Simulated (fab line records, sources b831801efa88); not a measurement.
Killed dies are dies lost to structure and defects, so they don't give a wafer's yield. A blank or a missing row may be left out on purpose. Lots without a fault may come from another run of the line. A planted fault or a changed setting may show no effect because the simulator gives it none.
Which tool did it? | flow sfq_line | 7 lots, 21 wafers sampled, at 3 steps of a route of 325

WHAT THE GAUGES READ, wafer by wafer
SFQ_R5_RS_MEAS_933: measures by four-point-probe.
lot  | measured     | on            | R5_MONX_RS (ohm/sq)
L331 | day 57 05:33 | film_metro-01 | 6.96 7.01 6.97
L333 | day 57 21:16 | film_metro-01 | 6.94 6.94 6.96
L335 | day 58 17:07 | film_metro-02 | 7.01 7.05 6.98
L343 | day 66 01:38 | film_metro-01 | 6.97 7.04 7.05
L346 | day 67 11:25 | film_metro-01 | 7.04 7.07 7.08
L349 | day 69 16:42 | film_metro-04 | 7.06 7.05 7.06
L352 | day 75 18:46 | film_metro-02 | 7.07 7.08 7.11

WHICH TOOL RAN EACH LOT (tool, then ch and the chambers of the sampled wafers, then the start)
lot  | SFQ_TRILAYER_INCOMING_OXIDATION_002 | SFQ_TRILAYER_M5_STRIP_STRIP_127
L331 | furnace-02 ch 0, day 1 15:07        | rie_metal-04 ch 0,1, day 57 00:23
L333 | furnace-02 ch 0, day 2 01:07        | rie_metal-01 ch 0,1, day 57 16:07
L335 | furnace-02 ch 0, day 2 11:07        | rie_metal-04 ch 0, day 58 11:38
L343 | furnace-02 ch 0, day 4 03:07        | rie_metal-01 ch 0,1, day 65 20:19
L346 | furnace-01 ch 0, day 4 18:07        | rie_metal-01 ch 0,1, day 67 03:20
L349 | furnace-01 ch 0, day 5 09:07        | rie_metal-04 ch 0, day 68 23:34
L352 | furnace-01 ch 0, day 6 00:07        | rie_metal-03 ch 0, day 75 13:22
- SFQ_TRILAYER_INCOMING_OXIDATION_002: target thk 500 nm, ox time 4939 s.
- SFQ_TRILAYER_M5_STRIP_STRIP_127: strips in O2.

THE ANSWER, worked out from the rows above alone
Rule: what is usual is taken from the lots themselves. Put in order of their means at a reading, lots are off if they are a third of the lots or fewer, leave a main group of 4 or more, and stand apart from it by a gap of 3 or more times the standard deviation of the main group's means; of several such gaps the widest counts. A main group whose means are all the same, to the digits that the tables above print for the reading, isn't used. A lot without any number at a reading at which 4 lots or more have one is off too. The other lots that the step has rows for count as sound.
No lot is off at any reading shown: from this, nothing can be told.

WHAT THE SIMULATOR HAD PUT IN
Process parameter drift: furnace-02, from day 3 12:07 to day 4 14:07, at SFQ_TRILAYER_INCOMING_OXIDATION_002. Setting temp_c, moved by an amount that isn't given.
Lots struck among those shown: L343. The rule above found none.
